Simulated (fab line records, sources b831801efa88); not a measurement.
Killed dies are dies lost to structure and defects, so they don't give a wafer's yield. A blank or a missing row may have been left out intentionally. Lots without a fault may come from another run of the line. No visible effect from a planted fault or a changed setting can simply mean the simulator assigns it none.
Chamber matching / flow gf180mcu / GF_STI_ETCH_14 on rieSi-01 has 4 sister chambers
The step etches Si in HBr/Cl2/O2, target depth 360 nm, time 102.9 s. 4 wafers are shown with their chamber, then 10 later ones without.

## WAFERS WITH THEIR CHAMBER
wafer=L669.4; chamber=3; drypumpMotorCurrentA (A)=5.2
wafer=L674.6; chamber=1; drypumpMotorCurrentA (A)=6.2
wafer=L675.4; chamber=2; drypumpMotorCurrentA (A)=4.8
wafer=L675.5; chamber=0; drypumpMotorCurrentA (A)=6.2

## WAFERS WITH NO CHAMBER GIVEN
wafer=L675.6; drypumpMotorCurrentA (A)=6.2
wafer=L678.1; drypumpMotorCurrentA (A)=6.2
wafer=L678.4; drypumpMotorCurrentA (A)=4.8
wafer=L678.6; drypumpMotorCurrentA (A)=6.2
wafer=L680.2; drypumpMotorCurrentA (A)=6.2
wafer=L680.3; drypumpMotorCurrentA (A)=6.2
wafer=L680.6; drypumpMotorCurrentA (A)=6.3
wafer=L683.1; drypumpMotorCurrentA (A)=6.2
wafer=L683.4; drypumpMotorCurrentA (A)=6.2
wafer=L683.6; drypumpMotorCurrentA (A)=6.2

## THE CHAMBER EACH PASSED THROUGH
wafer=L675.6; from the rows above=can't be placed: 0 or 1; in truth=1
wafer=L678.1; from the rows above=can't be placed: 0 or 1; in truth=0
wafer=L678.4; from the rows above=2; in truth=2
wafer=L678.6; from the rows above=can't be placed: 0 or 1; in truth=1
wafer=L680.2; from the rows above=can't be placed: 0 or 1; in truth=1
wafer=L680.3; from the rows above=can't be placed: 0 or 1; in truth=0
wafer=L680.6; from the rows above=can't be placed: 0 or 1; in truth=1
wafer=L683.1; from the rows above=can't be placed: 0 or 1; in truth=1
wafer=L683.4; from the rows above=can't be placed: 0 or 1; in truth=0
wafer=L683.6; from the rows above=can't be placed: 0 or 1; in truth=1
Correctly placed: 1 of 10. Can't be placed from these rows: 9 (the true chamber is among the candidates in 9). 0 placed wrongly.
How it was worked out, from the rows above alone: a wafer's distance from a chamber is the root of the sum, over the readings, of the square of ((its reading less the chamber's mean) divided by the reading's scatter). If the next closest chamber is less than 2 further off than the closest, the wafer can't be placed; otherwise it belongs to the closest. For every chamber, the mean is computed from those of its wafers that are shown. The scatter: root of mean squared gap, hidden wafer to nearest shown wafer, with one shown wafer a chamber.
